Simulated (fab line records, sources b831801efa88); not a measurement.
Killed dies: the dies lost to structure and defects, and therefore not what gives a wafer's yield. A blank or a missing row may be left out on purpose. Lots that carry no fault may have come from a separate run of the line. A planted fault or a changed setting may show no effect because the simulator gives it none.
The tool behind it: which one? -- flow gf180mcu -- 21 wafers from 7 lots sampled at 2 of the route's 602 steps

WHAT THE GAUGES READ, wafer by wafer
GF_VT_IMPLANT_OVL_MEAS_07.
lot,measured,on,VT_IMPLANT_OVL (nm)
L314,day 5 20:20,overlay-01,3.0 3.4 2.9
L316,day 6 09:13,overlay-02,2.7 2.8 3.4
L317,day 7 02:34,overlay-02,-1.6 -1.7 -1.7
L321,day 8 01:46,overlay-01,2.3 4.2 4.4
L328,day 9 14:12,overlay-02,-138.8 -141.6 -139.9
L331,day 10 07:19,overlay-01,0.8 1.1 1.9
L335,day 11 07:04,overlay-02,1.3 3.9 1.5

WHAT TOOL EACH LOT RAN ON (gives the tool, then ch and the chambers of the sampled wafers, and finally the start)
lot,GF_VT_IMPLANT_EXPOSE_04
L314,"iline_stepper-01 ch 0, day 5 13:27"
L316,"iline_stepper-01 ch 0, day 6 01:53"
L317,"iline_stepper-02 ch 0, day 6 18:47"
L321,"iline_stepper-01 ch 0, day 7 18:02"
L328,"iline_stepper-02 ch 0, day 9 06:20"
L331,"iline_stepper-01 ch 0, day 9 23:13"
L335,"iline_stepper-01 ch 0, day 10 22:04"
- GF_VT_IMPLANT_EXPOSE_04: exposes mask LVPWELL LV AREA, target cd 600 nm.

THE ANSWER, worked out from the rows above alone
Rule: what is usual is taken from the lots themselves. The widest of any qualifying gaps counts: lots, ordered by their means at a reading, are off when they make up no more than a third of the lots, leave a main group of 4 or more, and stand apart from it by 3 or more times the standard deviation of that group's means. A main group is skipped when, at the precision printed for the reading in the tables above, its means are all equal. Also off: a lot with no number at a reading for which 4 or more lots have one. The other lots that the step has rows for count as sound.
Off: L328, seen at GF_VT_IMPLANT_OVL_MEAS_07 (VT_IMPLANT_OVL). The main group: mean 1.9 nm, standard deviation 1.8.
If a tool, at a process step before that reading, ran all the lots that are off and no sound lot after the first of them, it fits. Those tools and the gauges at GF_VT_IMPLANT_OVL_MEAS_07 are tried in the same way. One fits: GF_VT_IMPLANT_EXPOSE_04 on iline_stepper-02. A fault onset in the window from L317 (day 6 18:47, its last sound lot) to L328 (day 9 06:20, its first lot off) fits.

WHAT THE SIMULATOR HAD INSERTED
Scanner matching overlay: iline_stepper-02, from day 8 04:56 on, at GF_VT_IMPLANT_EXPOSE_04. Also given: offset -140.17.
Lots struck among those shown: L328. The rule above found the same.
